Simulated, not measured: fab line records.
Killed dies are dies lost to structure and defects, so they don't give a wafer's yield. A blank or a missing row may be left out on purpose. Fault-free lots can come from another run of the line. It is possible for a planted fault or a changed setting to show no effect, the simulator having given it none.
fab line records	flow sky130
record lots=15	wafers=45	last-day=50
route steps=708 shown FIELD_ISO@18 NWELL@76
lots that met no fault: taken from a fault-free run of the same line
start-h: hours from the record's first day to the start of the lot's first wafer shown	wait-h: hours from the lot's prior step to this one	" unchanged from the row above	L1.1+2: one row covering several wafers at once	- either no value or no given start	* or withheld: withheld	< > ~ a bound
route shown NAME@n: names a module that has steps shown in the file, with the first one's number in the route	usual: average and standard deviation across the fault-free wafers	same: alike in all rows	chamber/n: place in a boat	sites: each site's reading	_std_site: standard deviation across them	_edge_site: inner sites' mean taken away from outer sites' mean	radius-mm: how far each site lies from the wafer's centre	mask NAME#n: copy n	behind: the last tool/chamber to shape the wafer	hold: why the lot went on hold/how many hours it stayed there/how the hold came to an end	device: the n, p or np transistor that did not switch	end of line: tests run on the same wafers once the route is complete	a step with no rows: only its recipe	killed: dies lost to structure and defects at the first sort, not the wafer's yield	map: dies across one wafer; x = killed, . = not, _ = none there
set.NAME: the setting the step ran with; set.NAME@STEP: the setting that earlier step ran with	model.NAME: the simulator's own value behind a step, which no gauge read
one table for each step of the route and one row for each wafer, over a sample of lots
services: from which hour (start-h, from the record's first day; less than 0 if before it) a tool's chamber was out of use, for how many hours, and why
## steps
# step SKY_FIELD_ISO_ETCH_17
# recipe target-depth-a=3420	mask-material=Si3N4	chemistry=HBr/Cl2/O2	target=Si	taper-deg=5	icp-w=600	bias-w=150	pressure-mtorr=15	HBr_flow_sccm=150	Cl2_flow_sccm=40	O2_flow_sccm=6	time-s=97.7
# usual HBr_flow_sccm=149.9/0.43	O2_flow_sccm=5.999/0.016	drypump-motor-current-A=5.7/0.46	mfc-cl2-sccm=40.01/0.13	oes-product-au=1.001/0.0083	rf-fwd-power-W=596.4/2	throttle-valve-pct=25.655/0.01
lot.wafer	tool	chamber	start-h	wait-h	HBr_flow_sccm	O2_flow_sccm	drypump-motor-current-A	mfc-cl2-sccm	oes-product-au	rf-fwd-power-W	rf-hours-counter-h	throttle-valve-pct
L236.1	rie-si-02	2	29.90	0.1	149.1	6.021	6.5	39.77	0.993	595.1	150	25.666
L236.5	"	2	"	"	149.1	6.013	6.5	39.89	1.001	595.4	-	25.652
L236.6	"	1	"	"	150.0	5.988	5.3	40.00	1.002	597.1	-	25.645
L238.2	rie-si-01	0	39.32	0.1	150.0	6.013	5.5	40.19	1.009	600.3	0	25.650
L238.5	"	2	"	"	150.6	6.028	5.6	39.81	1.006	597.1	-	25.638
L238.6	"	1	"	"	149.9	6.013	5.1	39.99	1.005	596.3	-	25.639
L239.1	rie-si-01	1	45.57	0.1	149.4	5.988	5.1	40.19	1.008	596.4	56	25.654
L239.2	"	2	"	"	149.8	5.989	5.6	40.17	1.004	596.1	158	25.641
L239.4	"	2	"	"	149.3	5.975	5.6	40.07	1.005	591.4	-	25.644
L240.1	rie-si-02	2	50.17	0.1	149.7	5.981	6.4	40.16	0.998	595.3	150	25.662
L240.2	"	1	"	"	149.3	6.002	5.3	39.91	1.004	595.3	42	25.651
L240.4	"	1	"	"	149.6	6.008	5.3	39.85	0.999	597.1	-	25.653
L242.1	rie-si-02	3	60.02	0.1	149.5	5.989	6.3	40.02	0.986	596.0	3	25.653
L242.2	"	1	"	"	150.2	5.990	5.3	40.20	0.994	595.2	43	25.665
L242.5	"	2	"	"	150.1	5.993	6.5	40.06	0.996	600.0	-	25.649
L246.4	rie-si-01	1	81.05	0.0	150.1	6.011	5.1	40.07	1.010	596.4	57	25.644
L246.5	"	2	"	"	149.5	6.001	5.6	39.94	1.003	591.7	-	25.639
L246.6	"	1	"	"	150.2	5.989	5.1	40.12	1.008	596.4	-	25.647
L247.1	rie-si-02	3	85.67	0.1	149.0	6.021	6.2	39.79	0.996	598.5	4	25.672
L247.2	"	1	"	"	149.9	5.985	5.3	40.12	1.000	596.9	43	25.667
L247.6	"	3	"	"	149.2	5.986	6.3	39.95	0.978	599.5	-	25.654
L248.2	rie-si-02	1	91.77	0.1	150.6	5.998	5.3	40.24	0.989	594.5	43	25.652
L248.4	"	3	"	"	149.9	6.002	6.3	39.90	0.979	593.1	-	25.669
L248.5	"	1	"	"	149.8	6.007	5.4	40.20	0.981	595.2	-	25.663
L249.1	rie-si-02	1	96.12	0.1	150.3	5.977	5.3	40.13	1.003	597.4	43	25.647
L249.3	"	0	"	"	150.5	5.991	5.8	39.86	1.003	597.6	0	25.640
L249.4	"	3	"	"	150.1	5.986	6.4	40.16	1.003	594.6	-	25.651
L250.1	rie-si-01	0	102.92	0.1	149.8	6.027	5.5	39.94	1.007	594.7	1	25.658
L250.2	"	1	"	"	149.5	5.998	5.1	40.08	1.010	596.6	57	25.663
L250.3	"	2	"	"	149.7	6.016	5.6	40.05	1.003	594.2	0	25.656
L252.3	rie-si-02	2	112.78	0.0	149.6	6.014	6.5	39.96	1.011	594.6	0	25.658
L252.5	"	2	"	"	150.4	5.998	6.5	40.10	0.992	593.9	-	25.651
L252.6	"	3	"	"	150.2	6.027	6.2	39.77	0.993	594.1	-	25.670
L253.1	rie-si-02	0	116.45	0.1	150.2	6.003	5.8	40.09	1.014	595.2	1	25.637
L253.3	"	2	"	"	149.7	6.026	6.4	40.09	1.004	595.9	0	25.659
L253.6	"	1	"	"	149.8	6.009	5.3	39.88	0.999	598.4	-	25.668
L254.3	rie-si-02	3	123.58	0.0	149.9	6.003	6.3	40.04	0.993	597.5	4	25.648
L254.5	"	2	"	"	150.3	5.954	6.5	39.88	0.998	596.0	-	25.661
L254.6	"	3	"	"	149.9	5.989	6.3	40.02	1.000	594.9	-	25.666
L256.1	rie-si-01	3	135.82	0.1	150.6	6.002	5.3	40.00	1.006	594.9	1	25.666
L256.3	"	2	"	"	149.8	5.992	5.5	40.11	1.003	595.5	1	25.647
L256.6	"	3	"	"	151.1	5.996	5.3	39.82	1.014	598.0	-	25.649
L257.1	rie-si-01	3	139.97	0.1	150.2	6.005	5.4	39.84	1.009	598.0	1	25.647
L257.4	"	2	"	"	149.9	6.005	5.6	39.92	1.006	595.7	1	25.642
L257.5	"	0	"	"	150.2	5.999	5.5	40.10	1.003	598.8	-	25.657
# step SKY_FIELD_ISO_WET_ETCH_18
# recipe chemistry=H3PO4	target-depth-nm=25	temp-c=160	target=Si3N4	time-s=286
# usual bath-guard-temp-C=160.1/0.35	bath-heat-duty-pct=26.7/2.4
lot.wafer	tool	chamber	start-h	wait-h	bath-guard-temp-C	bath-heat-duty-pct
L236.1	wet-bench-02	1	29.97	0.0	160.4	32.4
L236.5	"	1	"	"	160.7	32.3
L236.6	"	1	"	"	160.3	31.2
L238.2	wet-bench-04	3	39.39	0.0	159.5	26.5
L238.5	"	3	"	"	159.4	25.8
L238.6	"	3	"	"	159.7	25.4
L239.1	wet-bench-01	3	45.64	0.0	160.3	29.7
L239.2	"	3	"	"	160.6	26.2
L239.4	"	3	"	"	160.5	27.9
L240.1	wet-bench-02	1	50.24	0.0	160.2	29.3
L240.2	"	1	"	"	160.3	31.8
L240.4	"	1	"	"	160.3	31.2
L242.1	wet-bench-02	3	60.09	0.0	159.8	26.8
L242.2	"	3	"	"	160.0	28.3
L242.5	"	3	"	"	159.9	26.4
L246.4	wet-bench-01	2	81.12	0.0	159.9	23.7
L246.5	"	2	"	"	160.1	25.8
L246.6	"	2	"	"	160.1	25.5
L247.1	wet-bench-02	2	85.74	0.0	-	-
L247.2	"	2	"	"	-	-
L247.6	"	2	"	"	-	-
L248.2	wet-bench-01	1	91.84	0.0	-	-
L248.4	"	1	"	"	-	-
L248.5	"	1	"	"	-	-
L249.1	wet-bench-02	2	96.20	0.0	-	-
L249.3	"	2	"	"	-	-
L249.4	"	2	"	"	-	-
L250.1	wet-bench-01	0	102.99	0.0	159.9	26.8
L250.2	"	0	"	"	159.9	29.2
L250.3	"	0	"	"	159.8	26.1
L252.3	wet-bench-01	3	112.85	0.0	160.8	27.5
L252.5	"	3	"	"	160.3	29.2
L252.6	"	3	"	"	160.7	29.1
L253.1	wet-bench-01	2	116.52	0.0	159.9	24.5
L253.3	"	2	"	"	160.4	27.3
L253.6	"	2	"	"	160.1	25.6
L254.3	wet-bench-01	0	123.65	0.0	159.7	28.2
L254.5	"	0	"	"	159.8	27.2
L254.6	"	0	"	"	160.0	27.1
L256.1	wet-bench-04	2	135.89	0.0	160.0	24.6
L256.3	"	2	"	"	160.0	23.6
L256.6	"	2	"	"	160.2	22.4
L257.1	wet-bench-02	0	140.04	0.0	159.4	26.3
L257.4	"	0	"	"	160.0	26.8
L257.5	"	0	"	"	159.6	24.6
# step SKY_NWELL_OVL_MEAS_23
# usual NWELL_01_OVL=-0.5/1.1
lot.wafer	tool	chamber	start-h	wait-h	NWELL_01_OVL[nm]
L236.1	overlay-01	-	106.65	-	1.1
L236.5	"	-	"	"	-0.2
L236.6	"	-	"	"	-2.3
L238.2	overlay-01	-	115.79	-	-0.1
L238.5	"	-	"	"	-0.8
L238.6	"	-	"	"	-2.7
L239.1	overlay-02	-	123.50	-	0.2
L239.2	"	-	"	"	-0.6
L239.4	"	-	"	"	-1.2
L240.1	overlay-01	-	129.28	-	0.8
L240.2	"	-	"	"	1.5
L240.4	"	-	"	"	0.2
L242.1	overlay-02	-	138.95	-	-3.2
L242.2	"	-	"	"	-2.1
L242.5	"	-	"	"	-1.3
L246.4	overlay-01	-	163.30	-	-1.8
L246.5	"	-	"	"	-1.4
L246.6	"	-	"	"	0.6
L250.1	overlay-02	-	192.15	-	-0.3
L250.2	"	-	"	"	-0.7
L250.3	"	-	"	"	0.5
L252.3	overlay-02	-	202.56	-	1.2
L252.5	"	-	"	"	-2.4
L252.6	"	-	"	"	-1.7
L253.1	overlay-02	-	206.80	-	0.5
L253.3	"	-	"	"	-0.2
L253.6	"	-	"	"	0.8
L254.3	overlay-02	-	214.71	-	0.2
L254.5	"	-	"	"	1.2
L254.6	"	-	"	"	-0.5
L256.1	overlay-01	-	227.20	-	1.1
L256.3	"	-	"	"	-0.9
L256.6	"	-	"	"	-0.3
L257.1	overlay-02	-	231.70	-	-2.0
L257.4	"	-	"	"	-1.3
L257.5	"	-	"	"	-1.2
# step SKY_NWELL_RTA_28
# recipe temp-c=1050	time-s=30	idle-temp-c=650	ramp-up-c-per-s=150	ramp-down-c-per-s=90	ambient=N2
# usual lamp-power-pct=25.32/0.056	ramp-up-c-per-s=150.00/0.026	wafer_temp_C_max=1054.8/0.83
lot.wafer	tool	chamber	start-h	wait-h	lamp-power-pct	ramp-up-c-per-s	wafer_temp_C_max
L236.1	rtp-anneal-01	0	107.05	0.0	25.40	149.99	1055.1
L236.5	"	0	"	"	25.36	150.04	1055.3
L236.6	"	0	"	"	25.24	150.03	1055.5
L238.2	rtp-anneal-02	0	116.19	0.0	25.40	150.05	1053.7
L238.5	"	0	"	"	25.39	150.03	1053.6
L238.6	"	0	"	"	25.21	149.99	1055.2
L239.1	rtp-anneal-01	0	123.90	0.0	25.34	150.00	1054.2
L239.2	"	0	"	"	25.34	150.01	1053.9
L239.4	"	0	"	"	25.26	149.99	1054.6
L240.1	rtp-anneal-01	0	129.68	0.0	25.33	150.02	1055.1
L240.2	"	0	"	"	25.32	149.96	1054.1
L240.4	"	0	"	"	25.30	149.98	1054.6
L242.1	rtp-anneal-02	0	139.35	0.0	25.47	150.01	1054.2
L242.2	"	0	"	"	25.28	150.03	1054.0
L242.5	"	0	"	"	25.30	150.02	1054.1
L246.4	rtp-anneal-01	0	163.73	0.1	25.29	150.01	1055.0
L246.5	"	0	"	"	25.32	150.01	1055.6
L246.6	"	0	"	"	25.20	149.99	1056.1
L250.1	rtp-anneal-01	0	192.55	0.0	25.25	150.00	1055.1
L250.2	"	0	"	"	25.35	150.01	1054.6
L250.3	"	0	"	"	25.31	149.98	1054.9
L252.3	rtp-anneal-01	0	203.01	0.1	25.34	149.96	1054.2
L252.5	"	0	"	"	25.23	149.98	1054.1
L252.6	"	0	"	"	25.32	150.02	1054.2
L253.1	rtp-anneal-02	0	207.20	0.0	25.34	150.04	1056.0
L253.3	"	0	"	"	25.19	150.00	1055.5
L253.6	"	0	"	"	25.37	150.04	1053.3
L254.3	rtp-anneal-02	0	215.14	0.0	25.34	150.01	1054.1
L254.5	"	0	"	"	25.37	150.00	1054.9
L254.6	"	0	"	"	25.25	149.99	1054.3
L256.1	rtp-anneal-01	0	227.60	0.0	25.41	150.01	1054.4
L256.3	"	0	"	"	25.22	149.99	1053.9
L256.6	"	0	"	"	25.37	149.99	1054.9
L257.1	rtp-anneal-02	0	232.10	0.0	25.32	150.02	1054.5
L257.4	"	0	"	"	25.32	150.03	1054.8
L257.5	"	0	"	"	25.29	149.95	1055.5
## services
tool	chamber	start-h	hours	kind
rie-si-01	3	10.28	14.2	repair
rie-si-01	3	31.71	-	clean
rie-si-01	3	31.71	22.2	scheduled-down
rie-si-01	3	31.71	22.2	vent-cycle
rie-si-02	0	43.95	-	clean
rie-si-02	0	43.95	18.9	scheduled-down
rie-si-02	0	43.95	18.9	vent-cycle
rie-si-01	2	53.89	-	clean
rie-si-01	2	53.89	14.4	scheduled-down
rie-si-01	2	53.89	14.4	vent-cycle
rie-si-01	0	60.47	4.5	repair
rie-si-02	3	66.30	1.8	repair
rie-si-02	2	79.73	-	clean
rie-si-02	2	79.73	21.8	scheduled-down
rie-si-02	2	79.73	21.8	vent-cycle
rie-si-02	2	127.19	4.3	repair
rie-si-01	-	148.37	2.8	pm
rie-si-01	1	153.86	3.2	repair
rie-si-02	-	201.50	2.8	pm
rtp-anneal-02	-	212.42	2.4	pm
## key
first-sign step=SKY_FIELD_ISO_WET_ETCH_18	reading=tool-record	direction=missing
effect none on later readings
met-at SKY_FIELD_ISO_WET_ETCH_18
struck-lots L247,L248,L249
later-rows-left-out L247.1,L247.2,L247.6,L248.2,L248.4,L248.5,L249.1,L249.3,L249.4
sort-left-out L247.1,L247.2,L247.6,L248.2,L248.4,L248.5,L249.1,L249.3,L249.4
tester-left-out L247,L248,L249
not-acting-at SKY_FIELD_ISO_ETCH_17,SKY_NWELL_OVL_MEAS_23,SKY_NWELL_RTA_28
onset-between 81.12 85.74
fault kind=skipped-step-whole	tool=wet-bench-01,wet-bench-02	chamber=-	onset-h=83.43	steps=SKY_FIELD_ISO_WET_ETCH_18	scope=struck-lots-only
# tester-left-out: of these lots the tester's yield and bins aren't shown, on N5 and GAA mostly nor the transistor test; their killed dies are dies lost to structure and defects alone, not to doping, threshold or leakage, so they don't give the yield
# sort-left-out: the simulated sort isn't trusted on such a fault, so these wafers' sort isn't shown, and their yield isn't known
# later-rows-left-out: the simulator's readings of these wafers behind a module that went badly wrong aren't trusted and aren't shown, but for the sort
